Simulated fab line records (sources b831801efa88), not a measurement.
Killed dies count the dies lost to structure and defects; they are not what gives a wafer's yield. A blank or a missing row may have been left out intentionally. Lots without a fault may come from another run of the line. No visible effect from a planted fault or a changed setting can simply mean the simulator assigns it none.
A struck lot beside a sound one | flow gf180mcu | 14 out of 602 route steps
Sound: wafers L771.2, L771.3, L771.4. Struck: wafers L781.2, L781.3, L781.6. Last of all comes the cause.
Each step with rows lists, per side, the tool, then ch with its chambers, then its first start. Under that, the readings that differ: sound wafers | struck wafers | difference of the means | sigmas: that difference in standard deviations of wafers without a fault.
alike: same words and numbers on both sides, and readings whose means sit less than 2 such deviations apart. not compared: any withheld reading, any reading some wafer has no value for, any bound like >300 that may hide the same value, and any number with overlapping values for which the record gives no deviation.
The two part at a step that has a row with sigmas, a row that says differs or no value, or rows on one side only. Numbers that don't overlap but have no deviation are shown without sigmas and don't part them. A reading missing from all wafers of one side parts the sides only when that side holds two or more wafers.

first, 6 steps without rows for these wafers: GF_POLY_GATE_COAT_04; GF_POLY_GATE_COAT_05 (resist thk 700 nm); GF_POLY_GATE_SOFTBAKE_06 (time 60 s); GF_POLY_GATE_EXPOSE_07 (exposes mask Poly2, target cd 280 nm); GF_POLY_GATE_PEB_08 (peb time 90 s); GF_POLY_GATE_DEVELOP_09 (develop time 60 s).
GF_POLY_GATE_CD_MEAS_10: the cd target is 280 nm.
  sound on cd-sem-01, day 10 17:13; struck on cd-sem-01, day 13 23:15
  reading    | sound             | struck            | difference | sigmas
  cd-nm (nm) | 283.1 282.1 282.4 | 279.3 279.5 278.5 | -3.4       | -3
GF_POLY_GATE_OVL_MEAS_11:
  sound on overlay-01, day 10 17:19; struck on overlay-01, day 13 23:22
  alike: POLY_GATE_OVL
GF_POLY_GATE_ETCH_12: etches BARC in N2/H2.
  sound on rie-diel-01 ch 0,2,3, day 10 17:20; struck on rie-diel-02 ch 0,2, day 13 23:23
  alike: drypump-motor-current-A, n2-flow-sccm, oes-product-au, throttle-valve-pct
GF_POLY_GATE_ETCH_13: etches poly-Si in HBr/Cl2, stops on SiO2, target depth 198.5 nm, time 69.6 s.
  sound on rie-si-02 ch 0,2,3, day 10 17:23; struck on rie-si-02 ch 2,3, day 13 23:26
  alike: drypump-motor-current-A, oes-product-au, throttle-valve-pct
  not compared: rf-hours-counter-h
GF_POLY_GATE_STRIP_14: strips in O2/N2.
  sound on plasma-asher-01 ch 0,1, day 10 17:27; struck on plasma-asher-04 ch 0, day 13 23:29
  alike: drypump-motor-current-A, heater-power-w, n2-flow-sccm, oes-product-au
  not compared: rf-hours-counter-h
then, 1 step without rows for these wafers: GF_POLY_GATE_CLEAN_15 (cleans in SC1/SC2, time 150 s).
GF_POLY_GATE_OXIDATION_16: stabilise 600 s, purge 300 s, target thk 4 nm.
  sound on furnace-02 ch 0, day 10 18:35; struck on furnace-02, day 13 23:54
  no value came back on the struck wafers for ox-temp-c (C), ox-temp-c-max, spike-tc-bottom-C (C); on the sound wafers ox-temp-c (C) reads 850.0 850.2 850.1
GF_POLY_GATE_CD_MEAS_18:
  sound on cd-sem-01, day 10 19:55; struck on cd-sem-02, day 14 06:15
  reading | sound | struck                                                                     | difference                   | sigmas
  hold    | - - - | await-dispo/4.8h/release await-dispo/4.8h/release await-dispo/4.8h/release | no value on the sound wafers |
  alike: cd-nm

WHERE THEY PART
First at GF_POLY_GATE_CD_MEAS_10; last, within this record, at GF_POLY_GATE_CD_MEAS_18.

WHY: what the simulator had put in
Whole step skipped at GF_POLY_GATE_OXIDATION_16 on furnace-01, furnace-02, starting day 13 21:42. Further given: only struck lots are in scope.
